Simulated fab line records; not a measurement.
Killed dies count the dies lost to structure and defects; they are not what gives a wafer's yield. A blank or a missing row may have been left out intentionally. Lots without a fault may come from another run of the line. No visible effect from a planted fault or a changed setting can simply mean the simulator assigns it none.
One fault through the eyes of 2 desks | flow gf180mcu | every desk sees just its own numbers, and what lay behind them comes last

FROM THE METROLOGY DESK
What the gauges read for every lot (on any tool): the sampled wafers with a number, averaged. The brackets show how far a lot's mean lies from the usual mean; more than 4 standard deviations puts the lot out of limits, marked OUT.
Columns: A = M2_ALCU_THK at GF_M2_THK_MEAS_06, usual 447 nm; B = V2_W_RS at GF_V2_RS_MEAS_24, usual 0.327 ohm/sq; C = V2_W_THK at GF_V2_THK_MEAS_25, usual 358 nm
lot  | first seen here | A   | B               | C
L412 | day 18 10:34    | 452 | 0.329           | 357
L413 | day 18 16:29    | 448 | 0.321           | 366
L414 | day 19 12:00    | 442 | 0.327           | 355
L418 | day 21 00:19    | 450 | 0.241 (-20) OUT | 493 (+21) OUT
L419 | day 21 04:53    | 444 | 0.325           | 364
L421 | day 22 00:27    | 449 | 0.241 (-20) OUT | 500 (+22) OUT
L430 | day 25 00:09    | 446 | 0.325           | 355
L431 | day 25 09:40    | 445 | 0.331           | 349
L432 | day 25 14:07    | 453 | 0.333           | 346
L433 | day 25 23:52    | 448 | 0.325           | 357
L434 | day 26 09:00    | 445 | 0.325           | 359
This desk reports L418, L421 out of limits; the earliest was L418 at day 23 02:03 (V2_W_RS at GF_V2_RS_MEAS_24). L412, L413, L414, L419, L430, L431, L432, L433, L434: within limits.

TOOL OWNER'S DESK, cvd w-02
The tool's own readings at GF_V2_CVD_23 (deposits W, target thk 350 nm, time 104.94 s): means of the sampled wafers that have a number, for each lot that ran on this tool. The brackets show how far a lot's mean lies from the usual mean; more than 4 standard deviations puts the lot out of limits, marked OUT.
Columns: A = heater power w at GF_V2_CVD_23, usual 815 W
lot  | first seen here | A
L412 | day 20 13:50    | 830
L413 | day 20 19:33    | 855
L414 | day 21 14:23    | 832
L418 | day 23 01:55    | 835
L421 | day 24 00:22    | 820
L433 | day 27 19:22    | 836
L434 | day 28 03:58    | 830
Finding of this desk: none of the 7 lots has anything out of limits.

PUT TOGETHER
At day 23 02:03 the metrology desk could have sounded an alarm, on L418, L421.
The desk of the tool owner found nothing out of limits.
On record at the tool owner's desk: L418, L421, within its limits.
GF_V2_CVD_23 was run on cvd w-02 by each of the lots named.

WHAT WAS PUT IN BY THE SIMULATOR
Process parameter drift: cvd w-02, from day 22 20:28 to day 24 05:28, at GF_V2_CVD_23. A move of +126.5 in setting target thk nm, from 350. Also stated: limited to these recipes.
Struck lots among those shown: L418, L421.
Hours from the fault's start to each desk's first reading out of limits: the metrology desk, 6.
